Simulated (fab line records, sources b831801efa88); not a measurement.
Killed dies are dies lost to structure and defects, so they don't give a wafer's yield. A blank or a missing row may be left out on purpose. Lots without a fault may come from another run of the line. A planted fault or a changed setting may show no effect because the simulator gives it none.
Chamber matching | flow gf180mcu | GF_V4_CMP_26 on cmp-01: 4 sister chambers
The step polishes, stops on SiO2, t overpolish 15 s, target thk 0 nm. 4 wafers are shown with their chamber, then 10 later ones without.

WAFERS WITH THEIR CHAMBER
wafer  | chamber | time_to_endpoint_s (s)
L082.5 | 1       | 82
L087.3 | 3       | 81
L089.1 | 2       | 81
L089.5 | 0       | 87

WAFERS WITHOUT THEIR CHAMBER
wafer  | time_to_endpoint_s (s)
L089.6 | 83
L092.2 | 75
L092.4 | 78
L092.6 | 86
L094.2 | 86
L094.4 | 80
L094.5 | 80
L095.1 | 90
L095.2 | 83
L095.3 | 85

WHICH CHAMBER EACH WENT THROUGH
wafer  | from the rows above               | in truth
L089.6 | can't be placed: 1 or 2 or 3 or 0 | 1
L092.2 | can't be placed: 2 or 3 or 1      | 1
L092.4 | can't be placed: 2 or 3 or 1      | 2
L092.6 | can't be placed: 0 or 1 or 2 or 3 | 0
L094.2 | can't be placed: 0 or 1 or 2 or 3 | 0
L094.4 | can't be placed: 2 or 3 or 1      | 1
L094.5 | can't be placed: 2 or 3 or 1      | 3
L095.1 | can't be placed: 0 or 1           | 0
L095.2 | can't be placed: 1 or 2 or 3 or 0 | 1
L095.3 | can't be placed: 0 or 1 or 2 or 3 | 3
Placed correctly: 0 of 10. Can't be placed from these rows: 10 (the true chamber is among the candidates in 10). Placed wrongly: 0.
How it was worked out, from the rows above alone: a wafer's distance from a chamber is the root of the sum, over the readings, of the square of ((its reading less the chamber's mean) divided by the reading's scatter). The wafer belongs to the nearest chamber; if the next one is less than 2 further off, it can't be placed. A chamber's mean is the mean of its shown wafers. The scatter: with one shown wafer a chamber, the root of the mean of the squares of how far each hidden wafer lies from its nearest shown one.
